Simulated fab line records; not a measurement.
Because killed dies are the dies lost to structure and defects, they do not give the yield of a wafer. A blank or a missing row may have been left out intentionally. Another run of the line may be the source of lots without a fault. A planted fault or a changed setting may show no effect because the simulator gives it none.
Which tool was responsible?    flow sky130    21 wafers from 7 lots sampled at 3 of the route's 708 steps

WHAT THE GAUGES READ, wafer by wafer
SKY_VT_ADJUST_HVTP_OVL_MEAS_08.
lot   measured      on          VT_ADJUST_HVTP_OVL (nm)
L262  day 6 06:16   overlay-02  1.2 -0.7 1.8
L264  day 6 19:38   overlay-02  -0.1 -0.2 0.0
L267  day 7 11:40   overlay-02  -130.8 -132.7 -134.6 -132.5 -133.8 -135.7
L270  day 8 09:58   overlay-01  -132.7 -132.1 -135.3 -133.4 -132.4 -135.9
L277  day 10 09:10  overlay-02  -1.1 1.2 -0.8
L279  day 11 04:08  overlay-01  0.3 0.0 0.8
L282  day 11 19:37  overlay-01  1.4 0.1 -1.7

TOOL THAT RAN EACH LOT (tool first, then ch and the chambers of the sampled wafers, then the start)
lot   SKY_FIELD_ISO_CMP_27          SKY_VT_ADJUST_HVTP_EXPOSE_04
L262  cmp-02 ch 0,1, day 2 15:11    ilineStepper-01 ch 0, day 5 22:02
L264  cmp-02 ch 0,1,3, day 3 02:25  ilineStepper-01 ch 0, day 6 09:55
L267  cmp-02 ch 0,1,3, day 3 15:36  ilineStepper-01 ch 0, day 7 01:47
L270  cmp-01 ch 0,2,3, day 4 08:47  ilineStepper-01 ch 0, day 7 23:52
L277  cmp-01 ch 0,1,2, day 5 22:53  ilineStepper-02 ch 0, day 9 23:33
L279  cmp-02 ch 1,2,3, day 6 14:36  ilineStepper-02 ch 0, day 10 17:06
L282  cmp-02 ch 1,2,3, day 7 04:07  ilineStepper-02 ch 0, day 11 07:39
- SKY_FIELD_ISO_CMP_27: polishes, stops on Si3N4, t overpolish 16 s, target thk 457.8 nm.
- SKY_VT_ADJUST_HVTP_EXPOSE_04: exposes mask HVTPM, target cd 380 nm.

THE ANSWER, worked out from the rows above alone
Rule: usual is defined by the lots themselves. Put in order of their means at a reading, lots are off if they are a third of the lots or fewer, leave a main group of 4 or more, and stand apart from it by a gap of 3 or more times the standard deviation of the main group's means; of several such gaps the widest counts. The tables above print the reading to a certain number of digits; a main group whose means all agree to those digits is not used. A lot without any number at a reading at which 4 lots or more have one is off too. Any other lot the step has rows for is counted as sound.
Off: at SKY_VT_ADJUST_HVTP_OVL_MEAS_08 (VT_ADJUST_HVTP_OVL), L267, L270. Main group: mean 0.1 nm, sd 0.37.
If a tool, at a process step before that reading, ran all the lots that are off and no sound lot after the first of them, it fits. Gauges at SKY_VT_ADJUST_HVTP_OVL_MEAS_08: tried the same way as those tools. One candidate fits, namely ilineStepper-01 at SKY_VT_ADJUST_HVTP_EXPOSE_04. A fault onset in the window from L264 (day 6 09:55, its last sound lot) to L267 (day 7 01:47, its first lot off) fits.

WHAT THE SIMULATOR HAD INSERTED
Scanner matching overlay: ilineStepper-01, from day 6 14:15 on, at SKY_VT_ADJUST_HVTP_EXPOSE_04. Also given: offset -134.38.
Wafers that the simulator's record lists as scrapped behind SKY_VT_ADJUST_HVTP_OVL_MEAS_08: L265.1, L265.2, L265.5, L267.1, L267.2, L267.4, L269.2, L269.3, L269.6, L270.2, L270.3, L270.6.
Struck lots among those shown: L267, L270. This agrees with what the rule above found.
